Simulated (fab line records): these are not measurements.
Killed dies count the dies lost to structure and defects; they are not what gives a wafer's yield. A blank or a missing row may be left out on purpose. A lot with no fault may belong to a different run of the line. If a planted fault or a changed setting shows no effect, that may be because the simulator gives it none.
Which tool is to blame? + flow sky130 + 13 lots, 39 wafers sampled, at 4 steps of a route of 708

== WHAT THE GAUGES SHOWED, per wafer ==
SKY_CONTACT_CD_MEAS_14: target cd 170 nm.
| lot  | measured     | on        | cd_nm (nm)        |
|------|--------------|-----------|-------------------|
| L592 | day 32 15:08 | cd_sem-02 | 170.2 170.8 169.7 |
| L593 | day 33 00:11 | cd_sem-01 | 166.9 168.2 168.4 |
| L594 | day 33 02:54 | cd_sem-01 | 166.6 167.7 168.9 |
| L595 | day 33 19:56 | cd_sem-01 | 168.3 169.7 169.0 |
| L596 | day 34 05:28 | cd_sem-02 | 169.0 170.0 170.2 |
| L597 | day 34 07:50 | cd_sem-02 | 168.5 167.6 167.6 |
| L598 | day 34 15:53 | cd_sem-02 | 171.1 169.9 171.1 |
| L599 | day 34 19:23 | cd_sem-02 | 169.3 168.4 168.1 |
| L602 | day 35 17:21 | cd_sem-02 | 169.7 169.6 168.7 |
| L609 | day 37 20:33 | cd_sem-02 | 168.6 169.3 170.6 |
| L610 | day 38 00:43 | cd_sem-01 | 171.3 169.0 169.7 |
| L611 | day 38 10:34 | cd_sem-01 | 169.9 170.1 169.6 |
| L612 | day 38 11:42 | cd_sem-02 | 172.1 172.3 172.5 |

SKY_METAL1_OVL_MEAS_16.
| lot  | measured     | on         | METAL1_OVL (nm) |
|------|--------------|------------|-----------------|
| L592 | day 33 19:23 | overlay-01 | 4 1 3           |
| L593 | day 34 04:09 | overlay-01 | 5 -1 -3         |
| L594 | day 34 06:10 | overlay-02 | -3 -5 -2        |
| L595 | day 34 23:47 | overlay-01 | 0 -2 0          |
| L596 | day 35 09:44 | overlay-02 | 0 3 9           |
| L597 | day 35 11:26 | overlay-02 | -3 0 0          |
| L598 | day 35 20:11 | overlay-02 | -12 -13 -10     |
| L599 | day 35 23:23 | overlay-01 | 10 8 6          |
| L602 | day 36 20:25 | overlay-01 | 9 11 11         |
| L609 | day 38 23:23 | overlay-01 | -3 2 -6         |
| L610 | day 39 04:01 | overlay-01 | -4 -2 -8        |
| L611 | day 39 12:14 | overlay-01 | -12 -1 -10      |
| L612 | day 39 13:56 | overlay-01 | -18 -13 -6      |

SKY_VIA1_THK_MEAS_01.
| lot  | measured     | on            | VIA1_HDPCVD_THK (nm) |
|------|--------------|---------------|----------------------|
| L592 | day 33 20:19 | film_metro-04 | 1036 1034 1040       |
| L593 | day 34 05:29 | film_metro-04 | 1032 1015 1013       |
| L594 | day 34 07:05 | film_metro-02 | 1032 1020 1017       |
| L595 | day 35 00:43 | film_metro-02 | 1038 1026 1043       |
| L596 | day 35 10:41 | film_metro-02 | 1034 1028 1026       |
| L597 | day 35 12:22 | film_metro-01 | 1031 1041 1034       |
| L598 | day 35 21:09 | film_metro-01 | 1026 1036 1038       |
| L599 | day 36 00:33 | film_metro-01 | 1035 1025 1033       |
| L602 | day 36 21:24 | film_metro-02 | 1033 1034 1026       |
| L609 | day 39 00:20 | film_metro-01 | 1033 1037 1040       |
| L610 | day 39 04:56 | film_metro-02 | 1032 1032 1030       |
| L611 | day 39 13:10 | film_metro-01 | 1028 1033 1042       |
| L612 | day 39 14:56 | film_metro-04 | 1022 1025 1021       |

== TOOL THAT RAN EACH LOT (tool first, then ch and the chambers of the sampled wafers, then the start) ==
| lot  | SKY_METAL1_SOFTBAKE_11            |
|------|-----------------------------------|
| L592 | litho_track-03 ch 0, day 33 06:00 |
| L593 | litho_track-01 ch 0, day 33 14:00 |
| L594 | litho_track-03 ch 0, day 33 17:00 |
| L595 | litho_track-03 ch 0, day 34 10:00 |
| L596 | litho_track-03 ch 0, day 34 20:00 |
| L597 | litho_track-01 ch 0, day 34 22:00 |
| L598 | litho_track-01 ch 0, day 35 06:00 |
| L599 | litho_track-01 ch 0, day 35 10:00 |
| L602 | litho_track-01 ch 0, day 36 07:00 |
| L609 | litho_track-04 ch 0, day 38 11:00 |
| L610 | litho_track-01 ch 0, day 38 15:00 |
| L611 | litho_track-04 ch 0, day 39 00:00 |
| L612 | litho_track-01 ch 0, day 39 01:00 |
- SKY_METAL1_SOFTBAKE_11: time 90 s.

== WHAT THE TOOLS THEMSELVES READ (means of the sampled wafers that have a number; where no wafer has one, the mark that the record gives instead) ==
SKY_METAL1_SOFTBAKE_11.
| lot  | tool           | heater_power_total_W (W) | plate_temp_C (C) |
|------|----------------|--------------------------|------------------|
| L592 | litho_track-03 | 57.47                    | 99.97            |
| L593 | litho_track-01 | 57.36                    | 100.10           |
| L594 | litho_track-03 | 57.29                    | 100.22           |
| L595 | litho_track-03 | 57.33                    | 99.90            |
| L596 | litho_track-03 | 57.43                    | 100.02           |
| L597 | litho_track-01 | 57.31                    | 99.79            |
| L598 | litho_track-01 | 57.41                    | 99.87            |
| L599 | litho_track-01 | 60.89                    | 104.54           |
| L602 | litho_track-01 | 60.86                    | 104.50           |
| L609 | litho_track-04 | 57.37                    | 100.03           |
| L610 | litho_track-01 | 57.42                    | 99.76            |
| L611 | litho_track-04 | 57.31                    | 99.95            |
| L612 | litho_track-01 | 57.32                    | 99.88            |

== THE ANSWER, worked out from the rows above alone ==
Rule: the lots themselves supply what counts as usual. The widest of any qualifying gaps counts: lots, ordered by their means at a reading, are off when they make up no more than a third of the lots, leave a main group of 4 or more, and stand apart from it by 3 or more times the standard deviation of that group's means. A main group whose means are all the same, to the digits that the tables above print for the reading, isn't used. Also off: a lot with no number at a reading for which 4 or more lots have one. Where the step has rows for the other lots, those lots are counted as sound. The gauges are gone through in route order, then the tools' own readings, and for those a lot's mean is taken as printed above. The first step at which some lot is off is used, and at that step the reading that is off furthest; a lot without a number counts as furthest.
Off, at SKY_METAL1_SOFTBAKE_11 on heater_power_total_W: L599, L602. For the main group the mean is 57.37 W and the standard deviation 0.057.
A tool fits if, at that step or a process step before it, it ran every lot that is off, and no sound lot after the first of them. Not one of the candidates tried fits.

== WHAT THE SIMULATOR HAD INSERTED ==
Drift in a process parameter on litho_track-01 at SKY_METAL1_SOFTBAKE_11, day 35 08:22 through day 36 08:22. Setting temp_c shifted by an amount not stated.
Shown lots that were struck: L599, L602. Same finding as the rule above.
